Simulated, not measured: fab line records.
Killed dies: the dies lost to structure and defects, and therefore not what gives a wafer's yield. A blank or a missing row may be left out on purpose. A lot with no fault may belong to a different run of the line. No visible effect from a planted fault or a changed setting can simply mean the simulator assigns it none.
Chamber matching || flow sky130 || rie diel-01 running SKY_FIELD_ISO_ETCH_15: 4 sister chambers
The step etches the open film in CHF3/O2, stops on Si, target depth 180 nm, time 72 s. 4 wafers are shown with their chamber, then 9 later ones without.

WAFERS WITH THEIR CHAMBER
{"wafer": "L083.4", "chamber": 1, "drypump motor current A (A)": 5.1}
{"wafer": "L088.2", "chamber": 3, "drypump motor current A (A)": 6.2}
{"wafer": "L088.3", "chamber": 0, "drypump motor current A (A)": 5.6}
{"wafer": "L088.5", "chamber": 2, "drypump motor current A (A)": 4.9}

WAFERS WHOSE CHAMBER IS MISSING
{"wafer": "L090.1", "drypump motor current A (A)": 5.1}
{"wafer": "L090.4", "drypump motor current A (A)": 5.0}
{"wafer": "L090.5", "drypump motor current A (A)": 6.2}
{"wafer": "L093.2", "drypump motor current A (A)": 5.6}
{"wafer": "L093.4", "drypump motor current A (A)": 6.2}
{"wafer": "L093.6", "drypump motor current A (A)": 5.0}
{"wafer": "L096.1", "drypump motor current A (A)": 6.2}
{"wafer": "L096.2", "drypump motor current A (A)": 5.1}
{"wafer": "L096.5", "drypump motor current A (A)": 5.0}

THE CHAMBER EACH PASSED THROUGH
{"wafer": "L090.1", "from the rows above": 1, "in truth": 1}
{"wafer": "L090.4", "from the rows above": "can't be placed: 1 or 2", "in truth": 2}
{"wafer": "L090.5", "from the rows above": 3, "in truth": 3}
{"wafer": "L093.2", "from the rows above": 0, "in truth": 0}
{"wafer": "L093.4", "from the rows above": 3, "in truth": 3}
{"wafer": "L093.6", "from the rows above": "can't be placed: 1 or 2", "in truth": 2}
{"wafer": "L096.1", "from the rows above": 3, "in truth": 3}
{"wafer": "L096.2", "from the rows above": 1, "in truth": 1}
{"wafer": "L096.5", "from the rows above": "can't be placed: 1 or 2", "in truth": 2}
Placed correctly: 6 of 9. Not placeable from these rows: 3 (in 3, the candidates include the true chamber). 0 placed wrongly.
How it was worked out, from the rows above alone: a wafer's distance from a chamber is the root of the sum, over the readings, of the square of ((its reading less the chamber's mean) divided by the reading's scatter). If the next closest chamber is less than 2 further off than the closest, the wafer can't be placed; otherwise it belongs to the closest. The mean given for a chamber averages the wafers shown for that chamber. The scatter (one wafer shown for each chamber): square how far every hidden wafer sits from the nearest shown wafer, average those squares and take the square root.
